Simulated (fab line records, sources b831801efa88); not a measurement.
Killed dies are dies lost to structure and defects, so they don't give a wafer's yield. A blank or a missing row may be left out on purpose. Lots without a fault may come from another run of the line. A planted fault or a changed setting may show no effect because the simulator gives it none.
Which tool did it? | flow sky130 | 12 lots, 36 wafers sampled, at 2 steps of a route of 708

WHAT THE GAUGES READ, wafer by wafer
SKY_METAL1_OVL_MEAS_16.
lot  | measured     | on         | METAL1_OVL (nm)
L075 | day 33 01:54 | overlay-01 | 0 -3 -4
L077 | day 33 16:50 | overlay-02 | -6 1 -9
L079 | day 35 05:07 | overlay-01 | -9 5 -2
L081 | day 35 11:03 | overlay-01 | -11 -14 -16
L082 | day 35 18:16 | overlay-01 | -7 -9 -5
L085 | day 36 12:48 | overlay-02 | -7 0 1
L087 | day 37 02:10 | overlay-02 | 3 1 7
L089 | day 37 14:19 | overlay-01 | -2 8 -3
L091 | day 38 04:32 | overlay-01 | 8 0 0
L094 | day 39 03:37 | overlay-02 | 2 -13 -11
L095 | day 39 21:38 | overlay-01 | 6 6 -1
L097 | day 39 23:07 | overlay-01 | -6 -5 5

WHICH TOOL RAN EACH LOT (tool, then ch and the chambers of the sampled wafers, then the start)
lot  | SKY_CONTACT_STRIP_19
L075 | plasma_asher-01 ch 0,1, day 31 20:44
L077 | plasma_asher-01 ch 0,1, day 32 11:53
L079 | plasma_asher-04 ch 0,1, day 34 01:17
L081 | plasma_asher-04 ch 0, day 34 07:11
L082 | plasma_asher-04 ch 0,1, day 34 13:47
L085 | plasma_asher-04 ch 0,1, day 35 08:56
L087 | plasma_asher-04 ch 0,1, day 35 22:53
L089 | plasma_asher-03 ch 0,1, day 36 10:02
L091 | plasma_asher-03 ch 0,1, day 37 01:23
L094 | plasma_asher-01 ch 0,1, day 38 00:37
L095 | plasma_asher-03 ch 0,1, day 38 19:36
L097 | plasma_asher-01 ch 0,1, day 38 21:10
- SKY_CONTACT_STRIP_19: strips in O2/N2.

THE ANSWER, worked out from the rows above alone
Rule: what is usual is taken from the lots themselves. Put in order of their means at a reading, lots are off if they are a third of the lots or fewer, leave a main group of 4 or more, and stand apart from it by a gap of 3 or more times the standard deviation of the main group's means; of several such gaps the widest counts. A main group whose means are all the same, to the digits that the tables above print for the reading, isn't used. A lot without any number at a reading at which 4 lots or more have one is off too. The other lots that the step has rows for count as sound.
No lot is off at any reading shown: from this, nothing can be told.

WHAT THE SIMULATOR HAD PUT IN
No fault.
